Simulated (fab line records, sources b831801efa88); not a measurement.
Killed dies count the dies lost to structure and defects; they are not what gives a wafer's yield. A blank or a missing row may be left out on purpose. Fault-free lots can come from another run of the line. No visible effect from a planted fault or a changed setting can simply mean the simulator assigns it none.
Which tool was responsible? -- flow sfqLine -- route of 325 steps, sampled at 1 step: 15 lots, 43 wafers

WHAT THE GAUGES SHOWED, per wafer
SFQ_M6_OVL_MEAS_940. Usual: M6_OVL typically reads -2 nm, with standard deviation 5.1.
lot,measured,on,M6_OVL (nm),flag
L405,day 63 15:38,overlay-01,-8 -6 0,
L407,day 64 00:41,overlay-02,-4 1 1,
L408,day 64 03:05,overlay-02,-5 -4 -3,
L409,day 64 05:29,overlay-02,1 -3 -2,
L410,day 69 01:31,overlay-02,-7 -10 -4,
L411,day 69 07:26,overlay-01,-9 -5 -1,
L412,day 69 11:02,overlay-01,6 5 3,
L413,day 70 12:14,overlay-02,1 -1 1,
L414,day 71 02:38,overlay-02,5 1 -1,
L415,day 71 09:58,overlay-02,-2 -2 -3,
L417,day 71 13:34,overlay-02,-3 3 -3,
L418,day 71 17:10,overlay-01,-3 -2 -5,
L423,day 72 08:46,overlay-02,-5 -8,
L425,day 72 11:17,overlay-02,-7 -2 -1,
L426,day 72 12:29,overlay-01,-15 2,

WHAT TOOL EACH LOT RAN ON (gives the tool, then ch and the chambers of the sampled wafers, and finally the start)
Before these readings, the record contains no process step.

WHAT THE TOOLS THEMSELVES READ (means of the sampled wafers that have a number; where no wafer has one, the mark that the record gives instead)
The record holds no such reading with a usual standard deviation.

THE ANSWER, worked out from the rows above alone
Rule: lot off if the mean of its wafers having a number is beyond 3 standard deviations from the usual mean. A lot without any number at a reading at which 4 lots or more have one is off too. The other lots that the step has rows for count as sound. Order of review: gauges by route order, followed by the tools' own readings, for which a lot's mean as printed above is used. The first step at which some lot is off is used, and at that step the reading that is off furthest; a lot without a number counts as furthest.
Nothing can be told from this: no lot is off at any reading shown.

WHAT WAS PUT IN BY THE SIMULATOR
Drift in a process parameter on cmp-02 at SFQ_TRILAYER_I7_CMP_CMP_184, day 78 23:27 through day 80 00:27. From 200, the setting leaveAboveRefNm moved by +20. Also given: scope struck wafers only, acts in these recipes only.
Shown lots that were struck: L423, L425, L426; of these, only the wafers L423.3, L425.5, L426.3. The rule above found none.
